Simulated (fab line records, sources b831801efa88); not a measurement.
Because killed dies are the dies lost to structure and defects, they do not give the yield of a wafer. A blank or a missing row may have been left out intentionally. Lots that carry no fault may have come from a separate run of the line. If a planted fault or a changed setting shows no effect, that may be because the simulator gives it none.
Which of the tools did it? | flow gf180mcu | 72 wafers from 24 lots sampled at 6 of the route's 602 steps

WHAT THE GAUGES SHOWED, per wafer
GF_M2_CD_MEAS_14: the cd target is 280 nm.
lot  | measured     | on       | cdNm (nm)
L074 | day 19 09:37 | cdSem-01 | 280.0 280.1 278.7
L075 | day 19 09:52 | cdSem-02 | 281.6 279.7 280.4
L076 | day 20 02:25 | cdSem-01 | 280.2 281.9 281.4
L077 | day 20 07:19 | cdSem-01 | 278.5 279.6 278.4
L078 | day 20 20:22 | cdSem-02 | 279.9 277.4 277.9
L079 | day 21 04:43 | cdSem-01 | 279.6 279.1 280.3
L080 | day 21 20:03 | cdSem-02 | 279.0 277.4 279.0
L081 | day 22 02:22 | cdSem-01 | 278.3 278.7 278.8
L082 | day 22 12:28 | cdSem-01 | 279.3 280.2 280.5
L083 | day 22 19:12 | cdSem-02 | 278.9 278.9 279.6
L084 | day 22 23:05 | cdSem-02 | 279.5 280.6 280.8
L085 | day 23 07:17 | cdSem-01 | 279.3 279.0 279.4
L086 | day 23 22:44 | cdSem-02 | 282.6 282.6 283.2
L087 | day 24 03:34 | cdSem-01 | 278.6 278.7 278.8
L088 | day 24 08:25 | cdSem-02 | 279.3 279.1 279.9
L089 | day 24 18:10 | cdSem-02 | 279.0 278.2 277.9
L090 | day 24 23:55 | cdSem-01 | 282.5 281.5 280.7
L091 | day 25 07:04 | cdSem-01 | 278.9 280.5 279.9
L092 | day 25 12:10 | cdSem-02 | 281.1 280.8 280.3
L093 | day 26 03:59 | cdSem-01 | 279.3 278.1 278.2
L094 | day 26 06:37 | cdSem-02 | 280.9 279.8 279.9
L095 | day 26 13:36 | cdSem-01 | 281.2 280.9 280.2
L096 | day 26 22:04 | cdSem-01 | 280.4 279.8 280.6
L097 | day 27 10:04 | cdSem-02 | 281.7 282.7 282.7

GF_V4_THK_MEAS_25: measures by xrf.
lot  | measured     | on           | V4_W_THK (nm)
L074 | day 24 15:38 | filmMetro-03 | 350 353 350
L075 | day 24 16:08 | filmMetro-03 | 351 359 344
L076 | day 25 06:58 | filmMetro-03 | 356 349 350
L077 | day 25 11:01 | filmMetro-03 | 348 349 343
L078 | day 25 22:22 | filmMetro-02 | 346 344 346
L079 | day 26 06:06 | filmMetro-03 | 343 355 346
L080 | day 26 18:48 | filmMetro-04 | 345 349 340
L081 | day 27 02:08 | filmMetro-04 | 353 348 347
L082 | day 27 10:54 | filmMetro-02 | 354 346 355
L083 | day 27 15:43 | filmMetro-02 | 345 341 345
L084 | day 27 21:07 | filmMetro-03 | 342 345 339
L085 | day 28 02:25 | filmMetro-04 | 344 344 340
L086 | day 28 16:17 | filmMetro-04 | 337 344 343
L087 | day 28 20:32 | filmMetro-02 | 341 334 341
L088 | day 29 01:34 | filmMetro-02 | 346 343 344
L089 | day 29 07:48 | filmMetro-03 | 341 342 347
L090 | day 29 14:35 | filmMetro-02 | 339 345 347
L091 | day 29 20:47 | filmMetro-03 | 343 353 345
L092 | day 30 00:23 | filmMetro-03 | 343 341 336
L093 | day 30 14:41 | filmMetro-04 | 339 341 336
L094 | day 30 17:36 | filmMetro-02 | 351 355 346
L095 | day 30 22:49 | filmMetro-03 | 350 339 348
L096 | day 31 06:57 | filmMetro-03 | 349 347 348
L097 | day 31 15:54 | filmMetro-04 | 344 346 348

WHICH TOOL RAN EACH LOT (tool, then ch and the chambers of the sampled wafers, then the start)
lot  | GF_M2_SPUTTER_01            | GF_V2_ETCH_16                     | GF_M3_SPUTTER_00            | GF_V3_ETCH_16
L074 | pvdSputter-04, day 18 08:57 | rieDiel-03 ch 1,2, day 20 11:29   | pvdSputter-03, day 20 12:50 | rieDiel-01 ch 0,2,3, day 22 14:24
L075 | pvdSputter-02, day 18 09:35 | rieDiel-04 ch 0,2,3, day 20 11:43 | pvdSputter-04, day 20 13:04 | rieDiel-03 ch 0,1,2, day 22 14:43
L076 | pvdSputter-04, day 19 01:06 | rieDiel-01 ch 0,2,3, day 21 04:34 | pvdSputter-01, day 21 05:58 | rieDiel-02 ch 1,2,3, day 23 06:27
L077 | pvdSputter-04, day 19 06:55 | rieDiel-04 ch 0,2,3, day 21 08:19 | pvdSputter-01, day 21 09:41 | rieDiel-03 ch 0,1,3, day 23 09:58
L078 | pvdSputter-02, day 19 20:25 | rieDiel-04 ch 0,1,3, day 21 20:55 | pvdSputter-03, day 21 22:19 | rieDiel-02 ch 0,2, day 23 21:28
L079 | pvdSputter-03, day 20 04:01 | rieDiel-04 ch 0,1,2, day 22 05:58 | pvdSputter-04, day 22 07:23 | rieDiel-03 ch 1,2,3, day 24 06:51
L080 | pvdSputter-03, day 20 20:25 | rieDiel-04 ch 0,3, day 22 20:17   | pvdSputter-01, day 22 21:39 | rieDiel-01 ch 0,1, day 24 20:33
L081 | pvdSputter-04, day 21 02:47 | rieDiel-04 ch 0,2,3, day 23 02:47 | pvdSputter-03, day 23 04:10 | rieDiel-02 ch 0,3, day 25 03:31
L082 | pvdSputter-03, day 21 12:52 | rieDiel-03 ch 0,2,3, day 23 12:48 | pvdSputter-01, day 23 14:11 | rieDiel-02 ch 0,2,3, day 25 12:21
L083 | pvdSputter-03, day 21 19:41 | rieDiel-03 ch 0,2,3, day 23 19:37 | pvdSputter-04, day 23 20:59 | rieDiel-02 ch 0,1, day 25 17:40
L084 | pvdSputter-03, day 21 23:39 | rieDiel-01 ch 0,1, day 23 23:57   | pvdSputter-01, day 24 01:19 | rieDiel-01 ch 0,2, day 25 22:42
L085 | pvdSputter-03, day 22 08:04 | rieDiel-01 ch 1,2,3, day 24 06:44 | pvdSputter-04, day 24 08:12 | rieDiel-01 ch 0,1, day 26 05:04
L086 | pvdSputter-04, day 23 00:07 | rieDiel-04 ch 0,2,3, day 24 22:07 | pvdSputter-04, day 25 00:08 | rieDiel-02 ch 0,1,2, day 26 19:42
L087 | pvdSputter-04, day 23 04:58 | rieDiel-01 ch 0,1,3, day 25 03:16 | pvdSputter-01, day 25 04:51 | rieDiel-03 ch 1,2,3, day 27 01:13
L088 | pvdSputter-02, day 23 10:02 | rieDiel-01 ch 1,2,3, day 25 08:11 | pvdSputter-03, day 25 09:35 | rieDiel-02 ch 0,1,3, day 27 05:13
L089 | pvdSputter-03, day 23 20:05 | rieDiel-01 ch 2,3, day 25 17:19   | pvdSputter-03, day 25 18:49 | rieDiel-02 ch 0,2,3, day 27 13:25
L090 | pvdSputter-02, day 24 01:58 | rieDiel-03 ch 0,1,2, day 25 23:01 | pvdSputter-01, day 26 00:23 | rieDiel-01 ch 0,3, day 27 19:01
L091 | pvdSputter-02, day 24 08:54 | rieDiel-03 ch 0,1,2, day 26 05:25 | pvdSputter-03, day 26 07:01 | rieDiel-01 ch 0,1,3, day 28 01:43
L092 | pvdSputter-02, day 24 13:44 | rieDiel-03 ch 0,1,2, day 26 10:39 | pvdSputter-03, day 26 12:01 | rieDiel-02 ch 0,1,3, day 28 05:36
L093 | pvdSputter-03, day 25 06:51 | rieDiel-03 ch 1,3, day 27 02:18   | pvdSputter-04, day 27 03:39 | rieDiel-02 ch 0,3, day 28 20:57
L094 | pvdSputter-02, day 25 09:23 | rieDiel-04 ch 0,1,2, day 27 04:50 | pvdSputter-04, day 27 06:11 | rieDiel-03 ch 1,3, day 29 00:07
L095 | pvdSputter-02, day 25 16:42 | rieDiel-04 ch 2,3, day 27 11:34   | pvdSputter-01, day 27 12:58 | rieDiel-01 ch 1,3, day 29 05:13
L096 | pvdSputter-04, day 26 02:04 | rieDiel-01 ch 0,1,3, day 27 20:29 | pvdSputter-01, day 27 21:52 | rieDiel-01 ch 0,1,3, day 29 14:15
L097 | pvdSputter-04, day 26 09:25 | rieDiel-03 ch 0,2,3, day 28 06:50 | pvdSputter-03, day 28 08:11 | rieDiel-01 ch 0,3, day 30 00:03
- GF_M2_SPUTTER_01: material TiN, target thk 30 nm, time 25 s.
- GF_V2_ETCH_16: etches BARC in N2/H2.
- GF_M3_SPUTTER_00: material Ti, target thk 37.5 nm, time 150 s.
- GF_V3_ETCH_16: etches BARC in N2/H2.

WHAT THE TOOLS THEMSELVES READ (means of the sampled wafers that have a number; where no wafer has one, the mark that the record gives instead)
GF_M2_SPUTTER_01.
lot  | tool          | chamberPressurePa (Pa) | throttleValvePct (%)
L074 | pvdSputter-04 | 0.4003                 | 29.5
L075 | pvdSputter-02 | 0.4002                 | 29.7
L076 | pvdSputter-04 | 0.4002                 | 30.5
L077 | pvdSputter-04 | 0.3998                 | 30.8
L078 | pvdSputter-02 | 0.4008                 | 30.2
L079 | pvdSputter-03 | 0.4003                 | 30.0
L080 | pvdSputter-03 | 0.3999                 | 30.4
L081 | pvdSputter-04 | 0.4001                 | 30.7
L082 | pvdSputter-03 | 0.3994                 | 30.4
L083 | pvdSputter-03 | 0.4002                 | 29.8
L084 | pvdSputter-03 | 0.4003                 | 30.4
L085 | pvdSputter-03 | 0.4006                 | 29.6
L086 | pvdSputter-04 | 0.4010                 | 29.8
L087 | pvdSputter-04 | 0.4005                 | 29.6
L088 | pvdSputter-02 | 0.3996                 | 29.9
L089 | pvdSputter-03 | 0.4000                 | 29.2
L090 | pvdSputter-02 | 0.3997                 | 29.3
L091 | pvdSputter-02 | 0.3998                 | 30.3
L092 | pvdSputter-02 | 0.4002                 | 29.8
L093 | pvdSputter-03 | 0.4002                 | 30.3
L094 | pvdSputter-02 | 0.4000                 | 29.9
L095 | pvdSputter-02 | 0.4007                 | 30.0
L096 | pvdSputter-04 | 0.4001                 | 29.7
L097 | pvdSputter-04 | 0.4003                 | 29.4

GF_V2_ETCH_16.
lot  | tool       | drypumpMotorCurrentA (A) | n2FlowSccm (sccm) | oesProductAu (a.u.) | throttleValvePct (%)
L074 | rieDiel-03 | 6.0                      | 100.03            | 0.858               | 13.227
L075 | rieDiel-04 | 6.0                      | 99.88             | 0.853               | 13.220
L076 | rieDiel-01 | 5.9                      | 99.92             | 0.849               | 13.221
L077 | rieDiel-04 | 6.1                      | 100.13            | 0.851               | 13.232
L078 | rieDiel-04 | 6.2                      | 100.14            | 0.854               | 13.221
L079 | rieDiel-04 | 6.3                      | 100.12            | 0.850               | 13.224
L080 | rieDiel-04 | 5.8                      | 100.30            | 0.857               | 13.233
L081 | rieDiel-04 | 6.1                      | 100.08            | 0.857               | 13.226
L082 | rieDiel-03 | 5.9                      | 99.94             | 0.854               | 13.223
L083 | rieDiel-03 | 5.9                      | 100.06            | 0.851               | 13.220
L084 | rieDiel-01 | 5.8                      | 100.09            | 0.859               | 13.219
L085 | rieDiel-01 | 5.6                      | 100.22            | 0.859               | 13.226
L086 | rieDiel-04 | 6.1                      | 99.69             | 0.853               | 13.207
L087 | rieDiel-01 | 5.8                      | 100.04            | 0.855               | 13.215
L088 | rieDiel-01 | 5.6                      | 99.95             | 0.854               | 13.225
L089 | rieDiel-01 | 5.7                      | 99.84             | 0.855               | 13.224
L090 | rieDiel-03 | 6.1                      | 99.97             | 0.851               | 13.228
L091 | rieDiel-03 | 6.1                      | 99.73             | 0.859               | 13.229
L092 | rieDiel-03 | 6.1                      | 99.91             | 0.858               | 13.224
L093 | rieDiel-03 | 6.0                      | 100.16            | 0.852               | 13.225
L094 | rieDiel-04 | 6.3                      | 99.95             | 0.850               | 13.220
L095 | rieDiel-04 | 6.3                      | 99.87             | 0.855               | 13.225
L096 | rieDiel-01 | 5.8                      | 100.20            | 0.854               | 13.223
L097 | rieDiel-03 | 5.9                      | 99.73             | 0.857               | 13.221

GF_M3_SPUTTER_00.
lot  | tool          | chamberPressurePa (Pa) | throttleValvePct (%)
L074 | pvdSputter-03 | 2.002                  | 30.8
L075 | pvdSputter-04 | 2.000                  | 29.7
L076 | pvdSputter-01 | 1.997                  | 29.2
L077 | pvdSputter-01 | 1.997                  | 29.8
L078 | pvdSputter-03 | 1.999                  | 30.5
L079 | pvdSputter-04 | 2.001                  | 30.0
L080 | pvdSputter-01 | 1.999                  | 30.2
L081 | pvdSputter-03 | 2.001                  | 30.1
L082 | pvdSputter-01 | 2.002                  | 29.1
L083 | pvdSputter-04 | 1.998                  | 30.4
L084 | pvdSputter-01 | 2.001                  | 30.1
L085 | pvdSputter-04 | 2.001                  | 29.5
L086 | pvdSputter-04 | 1.996                  | 30.8
L087 | pvdSputter-01 | 2.002                  | 29.9
L088 | pvdSputter-03 | 2.003                  | 30.1
L089 | pvdSputter-03 | 1.997                  | 29.6
L090 | pvdSputter-01 | 2.001                  | 29.8
L091 | pvdSputter-03 | 2.004                  | 29.2
L092 | pvdSputter-03 | 1.999                  | 30.8
L093 | pvdSputter-04 | 2.000                  | 30.3
L094 | pvdSputter-04 | 2.001                  | 30.8
L095 | pvdSputter-01 | 1.996                  | 28.9
L096 | pvdSputter-01 | 2.008                  | 29.0
L097 | pvdSputter-03 | 1.997                  | 30.0

GF_V3_ETCH_16.
lot  | tool       | drypumpMotorCurrentA (A) | n2FlowSccm (sccm) | oesProductAu (a.u.) | throttleValvePct (%)
L074 | rieDiel-01 | 5.9                      | 99.9              | 0.854               | 13.234
L075 | rieDiel-03 | 6.1                      | 99.8              | 0.860               | 13.227
L076 | rieDiel-02 | 5.6                      | 99.9              | 0.853               | 13.223
L077 | rieDiel-03 | 6.1                      | 99.8              | 0.853               | 13.227
L078 | rieDiel-02 | 5.7                      | 99.8              | 0.854               | 13.227
L079 | rieDiel-03 | 5.9                      | 100.2             | 0.856               | 13.221
L080 | rieDiel-01 | 5.8                      | 99.9              | 0.851               | 13.225
L081 | rieDiel-02 | 6.0                      | 99.8              | 0.848               | 13.223
L082 | rieDiel-02 | 5.6                      | 100.1             | 0.857               | 13.225
L083 | rieDiel-02 | 6.0                      | 99.6              | 0.859               | 13.223
L084 | rieDiel-01 | 6.1                      | 100.0             | 0.854               | 13.230
L085 | rieDiel-01 | 6.0                      | 100.3             | 0.854               | 13.220
L086 | rieDiel-02 | 5.6                      | 99.9              | 0.855               | 13.229
L087 | rieDiel-03 | 5.9                      | 100.2             | 0.849               | 13.221
L088 | rieDiel-02 | 6.0                      | 99.9              | 0.852               | 13.227
L089 | rieDiel-02 | 5.6                      | 99.7              | 0.851               | 13.228
L090 | rieDiel-01 | 5.8                      | 100.1             | 0.851               | 13.227
L091 | rieDiel-01 | 5.8                      | 99.7              | 0.854               | 13.223
L092 | rieDiel-02 | 6.0                      | 99.9              | 0.859               | 13.225
L093 | rieDiel-02 | 6.1                      | 100.0             | 0.855               | 13.218
L094 | rieDiel-03 | 6.1                      | 99.6              | 0.852               | 13.222
L095 | rieDiel-01 | 5.5                      | 100.0             | 0.854               | 13.223
L096 | rieDiel-01 | 5.8                      | 99.8              | 0.856               | 13.222
L097 | rieDiel-01 | 6.1                      | 99.7              | 0.854               | 13.227

THE ANSWER, worked out from the rows above alone
Rule: usual is defined by the lots themselves. The widest of any qualifying gaps counts: lots, ordered by their means at a reading, are off when they make up no more than a third of the lots, leave a main group of 4 or more, and stand apart from it by 3 or more times the standard deviation of that group's means. The tables above print the reading to a certain number of digits; a main group whose means all agree to those digits is not used. A lot without any number at a reading at which 4 lots or more have one is off too. Where the step has rows for the other lots, those lots are counted as sound. The gauges are gone through in route order, then the tools' own readings, and for those a lot's mean is taken as printed above. At the first step where some lot is off, the reading lying furthest off is the one used; lots without a number count as furthest.
No lot is off on any of the readings shown, so nothing can be concluded from this.

WHAT HAD BEEN PUT IN BY THE SIMULATOR
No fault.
